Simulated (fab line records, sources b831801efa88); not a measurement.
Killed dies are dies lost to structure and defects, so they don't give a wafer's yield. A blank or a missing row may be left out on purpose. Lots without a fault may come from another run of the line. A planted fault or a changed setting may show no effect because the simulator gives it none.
fab line records | flow gf180mcu
record lots=12 wafers=36 last_day=34
route steps=602 shown CONTACT@287 V2@385 V3@452
lots that met no fault: from a run of the same line without faults
start_h: hours from the record's first day to the start of the lot's first wafer shown | wait_h: hours since the lot's step before | " the same as in the row above | L1.1+2: a row that stands for several wafers | - no value, or no start given | * or withheld: withheld | < > ~ a bound
route shown NAME@n: a module of which the file shows steps, and the number in the route of the first | usual: mean/standard deviation of fault-free wafers | same: alike in all rows | chamber/n: place in a boat | sites: the reading at each site | _std_site: their standard deviation | _edge_site: outer sites' mean less inner sites' | radius_mm: how far each site lies from the wafer's centre | mask NAME#n: copy n | behind: the tool/chamber that last shaped the wafer | hold: why the lot was held/for how many hours/how that ended | device: the transistor (n, p or np) that didn't switch | end of line: the same wafers' tests at the end of the route | a step without rows: its recipe alone | killed: dies lost to structure and defects at the first sort, not the wafer's yield | map: a wafer's dies, x killed, . not, _ none there
set.NAME: the setting as run; set.NAME@STEP: as run at that earlier step | model.NAME: the simulator's own value behind a step, which no gauge read
steps of the route over a sample of lots; a table a step, a row a wafer
services: from which hour (start_h, from the record's first day; less than 0 if before it) a tool's chamber was out of use, for how many hours, and why
## steps
# step GF_CONTACT_CVD_00
# recipe material=SiO2 target_thk_nm=300 sigma_open_frac=0.3 temp_c=400 time_s=50 sih4_flow_sccm=60 pressure_mtorr=6
# usual sih4_flow_sccm=59.98/0.18
# same time_s=50
# columns lot.wafer tool chamber start_h wait_h sih4_flow_sccm
L803.1 hdpcvd-01 0 339.36 0.1 59.96
L803.2 " 1 " " 59.90
L803.6 " 2 " " 60.05
L804.3 hdpcvd-01 0 350.11 0.1 59.71
L804.4 " 2 " " 60.00
L804.6 " 0 " " 59.59
L805.1 hdpcvd-02 2 356.29 0.1 60.09
L805.4 " 0 " " 60.00
L805.5 " 2 " " 59.99
L806.2 hdpcvd-01 0 363.87 0.1 60.21
L806.3 " 1 " " 59.86
L806.5 " 0 " " 60.14
L807.2 hdpcvd-01 0 369.74 0.1 60.33
L807.4 " 1 " " 60.32
L807.5 " 0 " " 59.98
L808.2 hdpcvd-01 1 388.23 0.1 60.14
L808.4 " 1 " " 59.86
L808.5 " 0 " " 59.88
L809.2 hdpcvd-01 1 388.53 0.1 60.19
L809.5 " 1 " " 60.14
L809.6 " 2 " " 60.05
L816.2 hdpcvd-02 0 454.33 0.1 90.18
L816.5 " 0 " " 89.81
L816.6 " 1 " " 90.00
L817.4 hdpcvd-02 1 465.37 0.1 89.67
L817.5 " 2 " " 89.87
L817.6 " 0 " " 89.83
L825.2 hdpcvd-01 2 529.31 0.1 59.92
L825.4 " 1 " " 59.90
L825.6 " 2 " " 60.26
L824.2 hdpcvd-02 2 529.82 0.1 59.70
L824.4 " 1 " " 60.11
L824.5 " 2 " " 59.92
L826.2 hdpcvd-01 0 534.64 0.1 59.81
L826.3 " 2 " " 60.12
L826.6 " 2 " " 60.12
# step GF_CONTACT_THK_MEAS_01
# recipe reads=SiO2_of_CONTACT_CVD_00
# usual CONTACT_CVD_00_THK=302/4.7
# columns lot.wafer tool chamber start_h wait_h CONTACT_CVD_00_THK[nm]
L803.1 film_metro-02 - 339.41 0.0 303
L803.2 " - " " 305
L803.6 " - " " 306
L804.3 film_metro-01 - 350.17 0.0 305
L804.4 " - " " 313
L804.6 " - " " 304
L805.1 film_metro-01 - 356.33 0.0 301
L805.4 " - " " 296
L805.5 " - " " 298
L806.2 film_metro-02 - 363.93 0.0 307
L806.3 " - " " 301
L806.5 " - " " 304
L807.2 film_metro-01 - 369.80 0.0 303
L807.4 " - " " 300
L807.5 " - " " 307
L808.2 film_metro-02 - 388.29 0.0 303
L808.4 " - " " 301
L808.5 " - " " 302
L809.2 film_metro-02 - 388.59 0.0 307
L809.5 " - " " 309
L809.6 " - " " 305
L816.2 film_metro-01 - 454.38 0.0 448
L816.5 " - " " 445
L816.6 " - " " 459
L817.4 film_metro-02 - 465.42 0.0 457
L817.5 " - " " 454
L817.6 " - " " 448
L825.2 film_metro-02 - 529.37 0.0 305
L825.4 " - " " 307
L825.6 " - " " 300
L824.2 film_metro-01 - 529.88 0.0 301
L824.4 " - " " 303
L824.5 " - " " 299
L826.2 film_metro-04 - 534.70 0.0 304
L826.3 " - " " 299
L826.6 " - " " 301
# step GF_CONTACT_ETCH_17
# recipe chemistry=C4F8/O2/Ar mask_material=KrF target=SiO2 stop_on=CoSi2 source_w=1500 bias_w=1200 pressure_mtorr=40 c4f8_flow_sccm=withheld O2_flow_sccm=6 Ar_flow_sccm=300 time_s=withheld target_depth_a=8600
# usual oes_product_au=0.816/0.0052
# columns lot.wafer tool chamber start_h wait_h oes_product_au
L803.1 rie_diel-01 0 - - 0.822
L803.2 " 3 " " 0.813
L803.6 " 1 " " 0.815
L804.3 rie_diel-03 1 - - 0.824
L804.4 " 2 " " 0.819
L804.6 " 3 " " 0.824
L805.1 rie_diel-04 2 - - 0.816
L805.4 " 1 " " 0.810
L805.5 " 0 " " 0.810
L806.2 rie_diel-04 3 - - 0.822
L806.3 " 0 " " 0.808
L806.5 " 0 " " 0.812
L807.2 rie_diel-03 2 - - 0.813
L807.4 " 0 " " 0.815
L807.5 " 0 " " 0.816
L808.2 rie_diel-01 2 - - 0.811
L808.4 " 3 " " 0.813
L808.5 " 3 " " 0.811
L809.2 rie_diel-03 0 - - 0.814
L809.5 " 0 " " 0.813
L809.6 " 1 " " 0.811
L816.2 rie_diel-01 3 - - 0.891
L816.5 " 3 " " 0.889
L816.6 " 1 " " 0.896
L817.4 rie_diel-04 1 - - 0.889
L817.5 " 3 " " 0.887
L817.6 " 2 " " 0.882
L825.2 rie_diel-01 3 - - 0.824
L825.4 " 2 " " 0.823
L825.6 " 3 " " 0.812
L824.2 rie_diel-04 1 - - 0.820
L824.4 " 3 " " 0.820
L824.5 " 2 " " 0.807
L826.2 rie_diel-01 3 - - 0.817
L826.3 " 2 " " 0.814
L826.6 " 3 " " 0.812
# step GF_V2_THK_MEAS_03
# recipe reads=SiO2_of_V2_CVD_02
# usual V2_CVD_02_THK=860/12
# columns lot.wafer tool chamber start_h wait_h V2_CVD_02_THK[nm]
L803.1 film_metro-04 - 436.95 0.1 846
L803.2 " - " " 852
L803.6 " - " " 870
L804.3 film_metro-01 - 449.15 0.1 854
L804.4 " - " " 861
L804.6 " - " " 883
L805.1 film_metro-02 - 456.23 0.0 853
L805.4 " - " " 874
L805.5 " - " " 866
L806.2 film_metro-01 - 464.48 0.0 853
L806.3 " - " " 851
L806.5 " - " " 882
L807.2 film_metro-01 - 472.11 0.0 867
L807.4 " - " " 855
L807.5 " - " " 868
L808.2 film_metro-04 - 491.97 0.0 842
L808.4 " - " " 866
L808.5 " - " " 846
L809.2 film_metro-02 - 492.62 0.0 864
L809.5 " - " " 859
L809.6 " - " " 874
L816.2 film_metro-01 - 557.00 0.0 849
L816.5 " - " " 860
L816.6 " - " " 861
L817.4 film_metro-01 - 564.27 0.0 871
L817.5 " - " " 875
L817.6 " - " " 886
L825.2 film_metro-01 - 620.85 0.0 837
L825.4 " - " " 861
L825.6 " - " " 863
L824.2 film_metro-04 - 621.88 0.0 853
L824.4 " - " " 861
L824.5 " - " " 867
L826.2 film_metro-04 - 627.63 0.1 858
L826.3 " - " " 854
L826.6 " - " " 847
# step GF_V2_ETCH_17
# recipe chemistry=C4F8/O2/Ar mask_material=KrF target=SiO2 stop_on=TiN source_w=1500 bias_w=1200 pressure_mtorr=40 c4f8_flow_sccm=withheld O2_flow_sccm=6 Ar_flow_sccm=300 time_s=withheld target_depth_a=6300
# usual oes_product_au=0.855/0.0046
# columns lot.wafer tool chamber start_h wait_h oes_product_au
L803.1 rie_diel-03 2 - - 0.848
L803.2 " 0 " " 0.859
L803.6 " 0 " " 0.857
L804.3 rie_diel-04 1 - - 0.848
L804.4 " 2 " " 0.853
L804.6 " 3 " " 0.852
L805.1 rie_diel-02 0 - - 0.857
L805.4 " 0 " " 0.855
L805.5 " 0 " " 0.842
L806.2 rie_diel-02 3 - - 0.848
L806.3 " 1 " " 0.858
L806.5 " 0 " " 0.857
L807.2 rie_diel-03 1 - - 0.854
L807.4 " 3 " " 0.845
L807.5 " 1 " " 0.854
L808.2 rie_diel-04 0 - - 0.852
L808.4 " 3 " " 0.854
L808.5 " 1 " " 0.851
L809.2 rie_diel-03 1 - - 0.860
L809.5 " 3 " " 0.864
L809.6 " 2 " " 0.856
L816.2 rie_diel-02 2 - - 0.860
L816.5 " 1 " " 0.860
L816.6 " 0 " " 0.862
L817.4 rie_diel-04 1 - - 0.858
L817.5 " 0 " " 0.860
L817.6 " 1 " " 0.859
L825.2 rie_diel-02 1 - - 0.852
L825.4 " 3 " " 0.852
L825.6 " 0 " " 0.854
L824.2 rie_diel-04 0 - - 0.849
L824.4 " 3 " " 0.856
L824.5 " 0 " " 0.862
L826.2 rie_diel-02 1 - - 0.857
L826.3 " 2 " " 0.860
L826.6 " 2 " " 0.853
# step GF_V3_CVD_23
# recipe material=W target_thk_nm=350 time_s=104.9 temp_c=400 pressure_torr=40
# usual chamber_pressure_Torr=39.99/0.079 heater_power_w=823/58
# same time_s=104.9
# columns lot.wafer tool chamber start_h wait_h chamber_pressure_Torr heater_power_w
L803.1 cvd_w-02 0 513.73 0.0 40.13 737
L803.2 " 1 " " 39.97 892
L803.6 " 0 " " 39.98 763
L804.3 cvd_w-01 0 525.88 0.1 39.90 822
L804.4 " 1 " " 39.98 790
L804.6 " 1 " " 39.97 789
L806.2 cvd_w-02 1 538.49 0.0 39.90 895
L806.3 " 1 " " 39.98 897
L806.5 " 0 " " 39.89 743
L805.1 cvd_w-01 1 541.01 0.0 39.92 786
L805.4 " 0 " " 39.96 866
L805.5 " 0 " " 40.01 832
L807.2 cvd_w-02 0 546.79 0.0 39.99 745
L807.4 " 0 " " 39.99 761
L807.5 " 1 " " 39.99 881
L808.2 cvd_w-02 1 565.65 0.0 40.03 897
L808.4 " 1 " " 39.97 915
L808.5 " 1 " " 39.80 907
L809.2 cvd_w-01 0 565.97 0.0 40.11 844
L809.5 " 0 " " 40.05 849
L809.6 " 1 " " 40.03 800
L816.2 cvd_w-01 0 625.11 0.0 40.17 860
L816.5 " 0 " " 40.02 865
L816.6 " 1 " " 40.05 791
L817.4 cvd_w-01 1 631.02 0.1 40.06 798
L817.5 " 0 " " 39.89 855
L817.6 " 1 " " 39.99 802
L825.2 cvd_w-02 1 683.67 0.0 40.16 903
L825.4 " 1 " " 39.90 901
L825.6 " 1 " " 40.13 929
L824.2 cvd_w-01 1 685.54 0.0 40.00 805
L824.4 " 0 " " 40.11 858
L824.5 " 0 " " 40.07 873
L826.2 cvd_w-01 1 690.04 0.0 39.92 807
L826.3 " 0 " " 39.98 856
L826.6 " 1 " " 39.93 788
## services
# columns tool chamber start_h hours kind
rie_diel-04 - 317.94 1.0 repair
rie_diel-02 - 327.22 14.6 pm
rie_diel-03 2 342.60 18.9 repair
rie_diel-01 3 346.08 7.4 repair
hdpcvd-01 - 354.85 0.6 repair
rie_diel-03 0 362.85 3.9 repair
cvd_w-02 - 379.48 0.9 repair
cvd_w-01 - 404.00 6.0 pm
hdpcvd-01 - 423.41 0.6 repair
rie_diel-04 - 431.60 0.3 repair
cvd_w-01 1 434.49 8.9 repair
rie_diel-04 - 444.40 14.6 pm
cvd_w-01 0 464.89 3.8 repair
hdpcvd-01 - 468.86 2.8 pm
cvd_w-01 0 475.92 8.4 repair
rie_diel-03 0 483.54 4.2 repair
rie_diel-03 - 484.28 2.8 pm
rie_diel-04 2 532.42 16.6 repair
rie_diel-04 - 537.10 1.4 repair
hdpcvd-01 - 539.25 15.0 pm
cvd_w-01 - 551.14 0.2 repair
rie_diel-04 0 552.44 3.6 repair
rie_diel-04 - 639.27 2.8 pm
rie_diel-04 1 653.94 8.5 repair
## key
first_sign step=GF_CONTACT_CVD_00 reading=sih4_flow_sccm direction=up sigmas=99+ usual=59.98 struck=89.89
effect step=GF_CONTACT_THK_MEAS_01 reading=CONTACT_CVD_00_THK direction=up sigmas=32 usual=302 struck=452
effect step=GF_CONTACT_ETCH_17 reading=oes_product_au direction=up sigmas=14 usual=0.816 struck=0.889
met_at GF_CONTACT_CVD_00
struck_lots L816,L817
tester_left_out L816,L817
not_acting_at GF_V2_THK_MEAS_03,GF_V2_ETCH_17,GF_V3_CVD_23
onset_between 356.29 454.33
fault kind=process_parameter_drift tool=hdpcvd-02 chamber=- onset_h=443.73 steps=GF_CONTACT_CVD_00 channel=sih4_flow_sccm offset=30 shape=step end_h=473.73 acts_in=these_recipes_only stated=60
# tester_left_out: of these lots the tester's yield and bins aren't shown, on N5 and GAA mostly nor the transistor test; their killed dies are dies lost to structure and defects alone, not to doping, threshold or leakage, so they don't give the yield
